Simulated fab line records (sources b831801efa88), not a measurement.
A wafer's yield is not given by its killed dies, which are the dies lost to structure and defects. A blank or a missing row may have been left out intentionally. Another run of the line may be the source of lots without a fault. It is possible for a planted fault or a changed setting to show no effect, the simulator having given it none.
Which of the tools did it? | flow gf180mcu | Sampling: 7 lots, 19 wafers, 2 of 602 route steps

## WHAT THE GAUGES SHOWED, per wafer
GF_V2_OVL_MEAS_15.
lot  | measured     | on         | V2_OVL (nm)
L757 | day 20 12:23 | overlay-02 | 14 -17 6
L761 | day 22 09:13 | overlay-01 | 7 -7 14
L765 | day 23 14:22 | overlay-02 | -7 -2 6
L769 | day 24 21:49 | overlay-02 | -4 7 -6
L771 | day 25 15:34 | overlay-02 | 4 2 1
L776 | day 27 04:02 | overlay-01 | 5
L778 | day 27 20:54 | overlay-01 | -1 -5 -2

## EACH LOT AND THE TOOL THAT RAN IT (in order: tool; ch and the chambers of the sampled wafers; start)
lot  | GF_V2_CMP_04
L757 | cmp-01 ch 0,2,3, day 19 12:04
L761 | cmp-01 ch 0,2,3, day 21 08:58
L765 | cmp-02 ch 0,2, day 22 15:35
L769 | cmp-02 ch 0,1, day 24 00:01
L771 | cmp-02 ch 1,2,3, day 24 16:52
L776 | cmp-01 ch 2, day 26 08:14
L778 | cmp-01 ch 0,2,3, day 27 00:35
- GF_V2_CMP_04: polishes SiO2.

## THE ANSWER, worked out from the rows above alone
Rule: the usual values come from the lots themselves. Put in order of their means at a reading, lots are off if they are a third of the lots or fewer, leave a main group of 4 or more, and stand apart from it by a gap of 3 or more times the standard deviation of the main group's means; of several such gaps the widest counts. A main group is skipped when, at the precision printed for the reading in the tables above, its means are all equal. A lot without any number at a reading at which 4 lots or more have one is off too. All remaining lots with rows at the step are treated as sound.
Across all readings shown, no lot is off: no conclusion can be drawn from this.

## WHAT THE SIMULATOR HAD PUT IN
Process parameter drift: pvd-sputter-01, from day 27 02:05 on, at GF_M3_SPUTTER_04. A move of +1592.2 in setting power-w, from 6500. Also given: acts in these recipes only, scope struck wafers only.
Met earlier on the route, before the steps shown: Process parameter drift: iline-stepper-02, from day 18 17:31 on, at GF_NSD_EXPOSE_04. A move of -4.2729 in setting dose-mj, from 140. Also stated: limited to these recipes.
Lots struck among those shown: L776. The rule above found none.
